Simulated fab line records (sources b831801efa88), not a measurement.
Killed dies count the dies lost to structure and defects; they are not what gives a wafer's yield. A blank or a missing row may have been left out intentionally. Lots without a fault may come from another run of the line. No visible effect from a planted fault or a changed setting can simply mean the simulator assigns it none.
Comparing a struck lot with a sound one | flow sky130 | 29 out of 708 route steps
Sound: wafers L747.3, L747.5, L747.6. Wafers L757.4, L757.5, L757.6 were the ones struck. The cause is given at the end.
Per side, at each step with rows, come the tool, then ch with its chambers, and then its first start. Under that, the readings that differ: sound wafers | struck wafers | difference of the means | sigmas: that difference in standard deviations of wafers without a fault.
alike: a reading whose means differ by less than 2 such deviations, as well as words and numbers matching on both sides. not compared: withheld readings; readings where some wafer has no value; bounds like >300 that might hide an equal value; numbers whose values overlap and for which the record gives no deviation.
The two part at a step that has a row with sigmas, a row that says differs or no value, or rows on one side only. Numbers that don't overlap but have no deviation are shown without sigmas and don't part them. Lack of a reading on every wafer of one side parts them only where that side has two or more wafers.

first, 8 steps without rows for these wafers: SKY_LOCAL_INTERCONNECT_ETCH_13 (etches BARC in N2/H2, stops on SiO2, time 45.9 s, target depth 60 nm); SKY_LOCAL_INTERCONNECT_METAL_ETCH_14 (etches TiN in Cl2/BCl3, stops on PSG, target depth 110 nm, time 31.4 s); SKY_LOCAL_INTERCONNECT_STRIP_15 (strips in O2/N2); SKY_LOCAL_INTERCONNECT_STRIP_16 (strips in post etch residue remover, time 1200 s); SKY_LOCAL_INTERCONNECT_CLEAN_17 (cleans in IPA, time 180 s); SKY_LOCAL_INTERCONNECT_CLEAN_18 (cleans in O3/DIW); SKY_CONTACT_CVD_00 (deposits Si3N4, target thk 75 nm); SKY_CONTACT_HDPCVD_02 (deposits SiO2, target thk 565 nm, time 94.2 s).
SKY_CONTACT_CMP_04: polishes SiO2.
  sound on cmp-02 ch 0,1,2, day 30 18:06; struck on cmp-02 ch 0,1,2, day 34 17:19
  no value came back on the struck wafers for edge zone pressure frac, head pressure psi (psi), motor current A (A), time to endpoint s (s); on the sound wafers edge zone pressure frac reads 0.991 1.001 0.993
  reading                                     | sound             | struck            | difference | sigmas
  model.SiO2_of_CONTACT_HDPCVD_02.thk nm (nm) | 339.3 339.5 339.5 | 559.2 557.8 561.7 | +220.1     |
SKY_CONTACT_BOW_MEAS_05:
  sound: film metro-04 at day 30 18:20; struck: film metro-01 at day 34 17:35
  reading          | sound    | struck     | difference | sigmas
  CONTACT_BOW (um) | 76 86 89 | 104 88 100 | +14        | +2
then, 9 steps without rows for these wafers: SKY_CONTACT_DEHYDRATE_06 (time 60 s); SKY_CONTACT_HMDS_07 (prime time 60 s); SKY_CONTACT_COAT_08 (resist thk 60 nm); SKY_CONTACT_COAT_09 (resist thk 450 nm); SKY_CONTACT_SOFTBAKE_10 (time 90 s); SKY_CONTACT_EXPOSE_11 (exposes mask CTM1, target cd 170 nm); SKY_CONTACT_PEB_12; SKY_CONTACT_DEVELOP_13 (develop time 60 s); SKY_CONTACT_ETCH_16 (etches BARC in N2/H2, stops on SiO2, time 45.9 s, target depth 60 nm).
SKY_CONTACT_ETCH_17: etches SiO2 in C4F8/O2/Ar, stops on Si3N4, target depth 340 nm.
  sound on rie diel-04 ch 0,2, day 32 03:59; struck on rie diel-02 ch 2,3, day 35 19:59
  reading                             | sound             | struck            | difference | sigmas
  oes product au (a.u.)               | 0.885 0.893 0.889 | 1.604 1.612 1.588 | +0.712     | +99 or more
  model.etch.depth nm (nm)            | 339.3 339.5 339.5 | 402.5 405.3 398.8 | +62.8      |
  model.CONTACT.feature depth nm (nm) | 339.3 339.5 339.5 | 402.5 405.3 398.8 | +62.8      |
then, 7 steps without rows for these wafers: SKY_CONTACT_ETCH_18 (etches Si3N4 in CHF3/O2, stops on TiN, time 39 s, target depth 75 nm); SKY_CONTACT_STRIP_19 (strips in O2/N2); SKY_CONTACT_STRIP_20 (strips in post etch residue remover, time 1200 s); SKY_CONTACT_CLEAN_21 (cleans in IPA, time 180 s); SKY_CONTACT_CLEAN_22 (cleans in O3/DIW); SKY_CONTACT_SPUTTER_23 (material TiN, target thk 20 nm, time 80 s); SKY_CONTACT_CVD_24 (deposits W, target thk 340 nm, time 102.12 s).
SKY_CONTACT_CMP_27: polishes, stops on SiO2, t overpolish 15 s, target thk 0 nm.
  sound on cmp-02 ch 0,1, day 32 05:04; struck on cmp-01 ch 0,2,3, day 35 21:11
  reading                                     | sound             | struck          | difference | sigmas
  model.SiO2_of_CONTACT_HDPCVD_02.thk nm (nm) | 336.1 336.3 336.3 | 556 554.7 558.5 | +220       |
  alike: edge zone pressure frac, head pressure psi, motor current A
-- the record jumps here: 13 days lie between the struck wafers' starts before and after (it left off in module CONTACT and takes up again in module PAD_OPEN, whose first step shown is number 708 of the route) --
SKY_PAD_OPEN_PROBE_99:
  only the struck wafers here have rows in the record (prober-01, day 49 01:25); the sound ones have none

WHERE THEY PART
At SKY_CONTACT_CMP_04 first; at SKY_PAD_OPEN_PROBE_99 last (within this record only).

WHY: what had been put in by the simulator
At SKY_CONTACT_CMP_04, the step was skipped entirely on cmp-02 from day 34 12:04 on. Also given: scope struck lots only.
